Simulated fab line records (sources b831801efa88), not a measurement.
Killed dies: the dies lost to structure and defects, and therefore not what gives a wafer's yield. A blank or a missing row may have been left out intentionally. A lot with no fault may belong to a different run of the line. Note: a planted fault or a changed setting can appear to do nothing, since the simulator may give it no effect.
Which tool was responsible?    flow gf180mcu    10 lots with 30 wafers sampled at 6 steps, on a route of 602 steps

WHAT THE GAUGES READ, wafer by wafer
GF_M4_OVL_MEAS_15.
lot   measured      on          M4_OVL (nm)
L588  day 23 19:55  overlay-02  -6 -1 -3
L589  day 24 07:26  overlay-01  -1 -5 -3
L592  day 25 11:58  overlay-02  0 10 4
L594  day 26 01:58  overlay-02  7 11 10
L595  day 26 07:30  overlay-01  6 -2 4
L598  day 27 07:33  overlay-02  11 13 16
L603  day 28 15:47  overlay-02  5 7 1
L604  day 28 22:38  overlay-02  14 15 12
L608  day 29 23:20  overlay-01  -2 3 6
L610  day 30 10:46  overlay-02  3 17 7

GF_MIM_RS_MEAS_10: uses a four-point probe to measure.
lot   measured      on             MIM_ALCU_RS (ohm/sq)
L588  day 24 20:52  film metro-02  0.1629 0.1594 0.1581
L589  day 25 09:02  film metro-03  0.1611 0.1592 0.1621
L592  day 26 12:56  film metro-04  0.1599 0.1620 0.1580
L594  day 27 01:59  film metro-02  0.1608 0.1605 0.1627
L595  day 27 07:22  film metro-03  0.1610 0.1608 0.1596
L598  day 28 07:16  film metro-02  0.1583 0.1596 0.1574
L603  day 29 14:47  film metro-02  0.1462 0.1448 0.1447 0.1466 0.1447 0.1450
L604  day 29 20:40  film metro-03  0.1595 0.1606 0.1601
L608  day 30 21:20  film metro-02  0.1449 0.1453 0.1444 0.1451 0.1454 0.1446
L610  day 31 08:35  film metro-04  0.1602 0.1608 0.1596

GF_MIM_THK_MEAS_11: measures by xrf.
lot   measured      on             MIM_ALCU_THK (nm)
L588  day 24 20:59  film metro-02  192.3 194.8 197.9
L589  day 25 09:09  film metro-03  197.9 200.7 196.6
L592  day 26 13:02  film metro-04  197.6 195.4 199.9
L594  day 27 02:06  film metro-02  194.8 195.6 192.5
L595  day 27 07:28  film metro-03  195.3 196.9 197.3
L598  day 28 07:23  film metro-02  197.2 195.5 198.2
L603  day 29 18:22  film metro-02  213.9 216.5 216.5 213.5 215.8 215.6
L604  day 29 20:47  film metro-03  199.9 197.7 198.8
L608  day 31 01:24  film metro-02  215.2 214.5 215.3 215.3 214.9 216.0
L610  day 31 08:41  film metro-04  196.8 196.6 195.9

EACH LOT AND THE TOOL THAT RAN IT (in order: tool; ch and the chambers of the sampled wafers; start)
lot   GF_MIM_SPUTTER_02             GF_MIM_SPUTTER_04             GF_MIM_SPUTTER_08
L588  pvd sputter-02, day 24 20:35  pvd sputter-02, day 24 20:38  pvd sputter-01, day 24 20:49
L589  pvd sputter-03, day 25 08:44  pvd sputter-03, day 25 08:47  pvd sputter-01, day 25 08:58
L592  pvd sputter-01, day 26 12:37  pvd sputter-01, day 26 12:40  pvd sputter-03, day 26 12:50
L594  pvd sputter-02, day 27 01:41  pvd sputter-02, day 27 01:44  pvd sputter-03, day 27 01:55
L595  pvd sputter-03, day 27 07:04  pvd sputter-03, day 27 07:07  pvd sputter-01, day 27 07:17
L598  pvd sputter-02, day 28 06:58  pvd sputter-02, day 28 07:01  pvd sputter-01, day 28 07:11
L603  pvd sputter-02, day 29 14:29  pvd sputter-02, day 29 14:32  pvd sputter-01, day 29 14:44
L604  pvd sputter-02, day 29 20:23  pvd sputter-02, day 29 20:26  pvd sputter-03, day 29 20:37
L608  pvd sputter-02, day 30 21:04  pvd sputter-02, day 30 21:07  pvd sputter-01, day 30 21:17
L610  pvd sputter-01, day 31 08:16  pvd sputter-01, day 31 08:19  pvd sputter-03, day 31 08:29
- GF_MIM_SPUTTER_02: material AlCu, target thk 450 nm, time 23.9 s.
- GF_MIM_SPUTTER_04: material TiN, target thk 50 nm, time 41.7 s.
- GF_MIM_SPUTTER_08: material AlCu, target thk 200 nm, time 10.6 s.

AS READ BY THE TOOLS THEMSELVES (means over the sampled wafers that have a number; for cases with no such wafer, the mark the record gives instead)
GF_MIM_SPUTTER_02.
lot   tool            cathode dc power W (W)  throttle valve pct (%)
L588  pvd sputter-02  10599                   30.2
L589  pvd sputter-03  10601                   29.1
L592  pvd sputter-01  10600                   29.6
L594  pvd sputter-02  10599                   30.0
L595  pvd sputter-03  10601                   29.2
L598  pvd sputter-02  10598                   29.4
L603  pvd sputter-02  10599                   29.1
L604  pvd sputter-02  10599                   29.1
L608  pvd sputter-02  10601                   29.9
L610  pvd sputter-01  10602                   29.9

GF_MIM_SPUTTER_04.
lot   tool            cathode dc power W (W)  throttle valve pct (%)
L588  pvd sputter-02  6500.0                  29.9
L589  pvd sputter-03  6501.0                  29.1
L592  pvd sputter-01  6500.2                  29.6
L594  pvd sputter-02  6499.7                  30.1
L595  pvd sputter-03  6499.1                  29.4
L598  pvd sputter-02  6499.3                  29.3
L603  pvd sputter-02  6499.3                  29.2
L604  pvd sputter-02  6499.4                  29.1
L608  pvd sputter-02  6502.0                  29.9
L610  pvd sputter-01  6500.5                  29.8

GF_MIM_SPUTTER_08.
lot   tool            cathode dc power W (W)  throttle valve pct (%)
L588  pvd sputter-01  10599                   30.2
L589  pvd sputter-01  10598                   29.6
L592  pvd sputter-03  10598                   29.2
L594  pvd sputter-03  10599                   29.2
L595  pvd sputter-01  10599                   29.9
L598  pvd sputter-01  10601                   29.6
L603  pvd sputter-01  11670                   29.7
L604  pvd sputter-03  10601                   29.1
L608  pvd sputter-01  11669                   29.6
L610  pvd sputter-03  10602                   28.9

THE ANSWER, worked out from the rows above alone
Rule: the lots themselves supply what counts as usual. The widest of any qualifying gaps counts: lots, ordered by their means at a reading, are off when they make up no more than a third of the lots, leave a main group of 4 or more, and stand apart from it by 3 or more times the standard deviation of that group's means. The tables above print the reading to a certain number of digits; a main group whose means all agree to those digits is not used. Also off: a lot with no number at a reading for which 4 or more lots have one. The other lots that the step has rows for count as sound. Order of review: gauges by route order, followed by the tools' own readings, for which a lot's mean as printed above is used. The first step at which some lot is off is used, and at that step the reading that is off furthest; a lot without a number counts as furthest.
Off: at GF_MIM_RS_MEAS_10 (MIM_ALCU_RS), L603, L608. For the main group the mean is 0.1602 ohm/sq and the standard deviation 0.00078.
A tool fits if, at a process step before that reading, it ran every lot that is off, and no sound lot after the first of them. Not tried: the gauges at GF_MIM_RS_MEAS_10; whatever is off there is also off at GF_MIM_SPUTTER_08, on other tools, and gauge error can't account for it. One candidate fits, namely pvd sputter-01 at GF_MIM_SPUTTER_08. A fault onset in the window from L598 (day 28 07:11, its last sound lot) to L603 (day 29 14:44, its first lot off) fits.
On the lots that are off, the tool's own readings at GF_MIM_SPUTTER_08 differ by more than 5 times the standard deviation of the sound lots' means, which bears it out; cathode dc power W reads 11670 W there versus 10600 W on the sound lots.

WHAT THE SIMULATOR HAD PUT IN
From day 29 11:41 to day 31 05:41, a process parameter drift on pvd sputter-01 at GF_MIM_SPUTTER_08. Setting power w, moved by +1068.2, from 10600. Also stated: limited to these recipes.
Lots struck among those shown: L603, L608. The rule above found the same.
